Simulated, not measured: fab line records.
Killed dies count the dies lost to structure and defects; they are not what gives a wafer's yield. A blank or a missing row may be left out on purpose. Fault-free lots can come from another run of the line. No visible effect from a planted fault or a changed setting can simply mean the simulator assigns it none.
A struck lot beside a sound one	flow sfq-line	14 steps out of a route of 325
Sound: these wafers, L510.1, L510.3, L510.4. Struck: wafer L515.4 (L515.3, L515.6, from the same lot, were not struck and are left out); the cause is given at the end.
For every step that has rows: the tool of each side, followed by ch and its chambers, followed by its first start. Under that, the readings that differ: sound wafers	struck wafers	difference of the means	sigmas: that difference in standard deviations of wafers without a fault.
alike: readings whose means differ by less than 2 such deviations, and words and numbers that are the same on both sides. not compared: withheld readings, readings that some wafer has no value for, bounds like >300 that may hide the same value, and numbers for which the record gives no deviation and whose values overlap.
The two part at a step that has a row with sigmas, a row that says differs or no value, or rows on one side only. Numbers that have no deviation but don't overlap get no sigmas and don't part them. A reading missing from all wafers of one side parts the sides only when that side holds two or more wafers.

first, 6 steps without rows for these wafers: SFQ_TRILAYER_M2_LITHO_COAT_062 (resist thk 62 nm); SFQ_TRILAYER_M2_LITHO_COAT_057 (resist thk 600 nm); SFQ_TRILAYER_M2_LITHO_SOFTBAKE_061; SFQ_TRILAYER_M2_LITHO_EXPOSE_058 (exposes mask M2, target cd 500 nm); SFQ_TRILAYER_M2_LITHO_PEB_060 (peb time 60 s); SFQ_TRILAYER_M2_LITHO_DEVELOP_059 (time 60 s).
SFQ_M2_OVL_MEAS_916:
  sound: overlay-02 at day 26 22:13; struck: overlay-02 at day 29 16:23
  alike: M2_OVL
SFQ_TRILAYER_M2_BARC_OPEN_METAL_ETCH_077: etches BARC in O2, target depth 125 nm, time 41.7 s.
  sound on rie-metal-01 ch 1, day 26 22:15; struck on rie-metal-01 ch 1, day 29 16:26
  alike: drypump-motor-current-A, oes-product-au
  not compared: rf-hours-counter-h
SFQ_TRILAYER_M2_ETCH_METAL_ETCH_060: etches Nb in Cl2/Ar, stops on SiO2, target depth 240 nm, time 120 s.
  sound on rie-metal-01 ch 1, day 26 22:22; struck on rie-metal-01 ch 1, day 29 16:31
  alike: drypump-motor-current-A, oes-product-au
  not compared: rf-hours-counter-h
SFQ_TRILAYER_M2_STRIP_STRIP_061: strips in O2.
  sound on rie-metal-01 ch 1, day 26 22:37; struck on rie-metal-01 ch 1, day 29 16:48
reading	sound	struck	difference	sigmas
oes-product-au (a.u.)	1.012 1.016 1.019	0.992	-0.024	-2
  alike: drypump-motor-current-A
  not compared: rf-hours-counter-h
then, 1 step without rows for these wafers: SFQ_TRILAYER_M2_STRIP_SOLV_CLEAN_062 (cleans in NMP, time 600 s).
SFQ_TRILAYER_I2_DEP_PECVD_063: deposits SiO2 from SiH4/N2O, time 111.11 s, target thk 500 nm.
  sound on pecvd-03 ch 0,1, day 27 00:00; struck on pecvd-01 ch 2, day 29 17:22
  alike: heater-power-w, throttle-valve-pct
SFQ_TRILAYER_I2_CMP_CMP_064: polishes SiO2.
  sound on cmp-01 ch 0,1,3, day 27 13:11; struck on cmp-02 ch 0, day 30 09:47
reading	sound	struck	difference	sigmas
head-pressure-psi (psi)	3.014 3.005 3.005	3.393	+0.385	+56
motor-current-A (A)	10.6 8.9 11.1	11.9	+1.7	+2
time-to-endpoint-s (s)	211 217 226	176	-42	-4
SFQ_I2_BOW_MEAS_917:
  sound: film-metro-03 at day 27 16:11; struck: film-metro-01 at day 30 12:50
reading	sound	struck	difference	sigmas
I2_BOW (um)	-2 -15 -3	17	+24	+2

## WHERE THEY PART
At SFQ_TRILAYER_M2_STRIP_STRIP_061 first; at SFQ_I2_BOW_MEAS_917 last (within this record only).

WHY: what had been put in by the simulator
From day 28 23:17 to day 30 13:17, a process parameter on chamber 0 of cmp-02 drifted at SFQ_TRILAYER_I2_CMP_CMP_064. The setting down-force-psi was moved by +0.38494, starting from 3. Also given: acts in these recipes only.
